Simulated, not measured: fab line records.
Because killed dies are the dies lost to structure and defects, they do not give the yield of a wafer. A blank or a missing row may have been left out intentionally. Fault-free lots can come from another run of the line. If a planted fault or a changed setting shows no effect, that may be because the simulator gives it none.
A struck lot beside a sound one / flow gf180mcu / 17 out of 602 route steps
Sound: these wafers, L637.1, L637.2, L637.6. Wafers L652.1, L652.4, L652.5 were the ones struck. The cause comes at the end.
Each step with rows lists, per side, the tool, then ch with its chambers, then its first start. Under that, the readings that differ: sound wafers / struck wafers / difference of the means / sigmas: that difference in standard deviations of wafers without a fault.
alike: words and numbers the same on both sides, and readings whose means are apart by under 2 such deviations; not compared: readings that were withheld, readings missing a value for some wafer, numbers with overlapping values and no deviation given by the record, and bounds like >300 which may hide the same value.
Wherever a step has rows on one side only, a row that says differs or no value, or a row with sigmas, the two part there. When numbers do not overlap yet have no deviation, they are printed without sigmas and do not part them. A reading missing from all wafers of one side parts the sides only when that side holds two or more wafers.

first, 4 steps without rows for these wafers: GF_M1_SOFTBAKE_10 (time 60 s); GF_M1_EXPOSE_11 (exposes mask Metal1, target cd 230 nm); GF_M1_PEB_12 (peb time 90 s); GF_M1_DEVELOP_13 (develop time 60 s).
GF_M1_CD_MEAS_14: target cd 230 nm.
  sound: cd_sem-02 at day 17 16:20; struck: cd_sem-02 at day 23 06:34
  alike: cd_nm
GF_M1_OVL_MEAS_15:
  sound: overlay-01 at day 17 16:28; struck: overlay-02 at day 23 06:41
  alike: M1_OVL
GF_M1_METAL_ETCH_16: etches the open film in Cl2/BCl3, stops on SiO2, target depth 627.5 nm, time 108 s.
  sound on rie_metal-02 ch 0,1, day 17 16:30; struck on rie_metal-04 ch 0, day 23 06:43
reading=drypump_motor_current_A (A); sound=5.53 5.59 5.52; struck=6.18 6.20 6.18; difference=+0.64; sigmas=+2
  alike: oes_product_au, throttle_valve_pct
  not compared: rf_hours_counter_h
GF_M1_STRIP_17: strips in O2/N2.
  sound on plasma_asher-01 ch 0,1, day 17 16:37; struck on plasma_asher-04 ch 0,1, day 23 06:50
reading=strip_time_to_endpoint_s (s); sound=7.81 7.86 7.83; struck=7.74 7.72 7.73; difference=-0.10; sigmas=-2
  alike: drypump_motor_current_A, heater_power_w, oes_product_au
  not compared: rf_hours_counter_h
then, 3 steps without rows for these wafers: GF_M1_STRIP_18 (strips in post etch residue remover, time 1200 s); GF_M1_CLEAN_19 (cleans in DIW); GF_V1_CVD_00 (deposits SiO2, target thk 600 nm, time 100 s).
GF_V1_THK_MEAS_01:
  sound: film_metro-04 at day 17 17:13; struck: film_metro-04 at day 23 07:28
  alike: V1_CVD_00_THK
GF_V1_CVD_02: deposits SiO2 from TEOS, target thk 850 nm, time 94.851 s.
  sound on pecvd-02 ch 0,1, day 17 17:17; struck on pecvd-03 ch 0,2, day 23 07:32
reading=rf_fwd_power_W (W); sound=595.2 594.7 592.8; struck=840.5 834.5 838.9; difference=+243.7; sigmas=+99 or more
reading=model.SiO2_of_V1_CVD_02.thk_nm (nm); sound=861 852.8 852.1; struck=924 936.5 939.9; difference=+78; sigmas=
  alike: heater_power_w
GF_V1_THK_MEAS_03:
  sound: film_metro-01 at day 17 17:21; struck: film_metro-01 at day 23 07:49
reading=V1_CVD_02_THK (nm); sound=861 853 853; struck=924 936 940; difference=+78; sigmas=+8
  not compared: hold
GF_V1_CMP_04: polishes SiO2.
  sound on cmp-02 ch 1,2, day 17 17:28; struck on cmp-01 ch 0,1,3, day 23 14:23
reading=hold; sound=- - -; struck=await_dispo/6.5h/release await_dispo/6.5h/release await_dispo/6.5h/release; difference=no value on the sound wafers; sigmas=
reading=time_to_endpoint_s (s); sound=91 88 85; struck=103 110 115; difference=+21; sigmas=+4
  alike: motor_current_A, slurry_filter_dp_kPa
GF_V1_BOW_MEAS_05:
  sound: film_metro-04 at day 17 17:43; struck: film_metro-04 at day 23 14:38
  alike: V1_BOW
-- the record jumps here: 10 days lie between the struck wafers' starts before and after (it left off in module V1 and takes up again in module PASSIVATION, whose first step shown is number 602 of the route) --
GF_PASSIVATION_PROBE_99:
  the record has rows for the struck wafers here (prober-01, day 33 16:15) and none for the sound ones

WHERE THEY PART
First at GF_M1_METAL_ETCH_16; last, within this record, at GF_PASSIVATION_PROBE_99.

WHY: whatever the simulator had introduced
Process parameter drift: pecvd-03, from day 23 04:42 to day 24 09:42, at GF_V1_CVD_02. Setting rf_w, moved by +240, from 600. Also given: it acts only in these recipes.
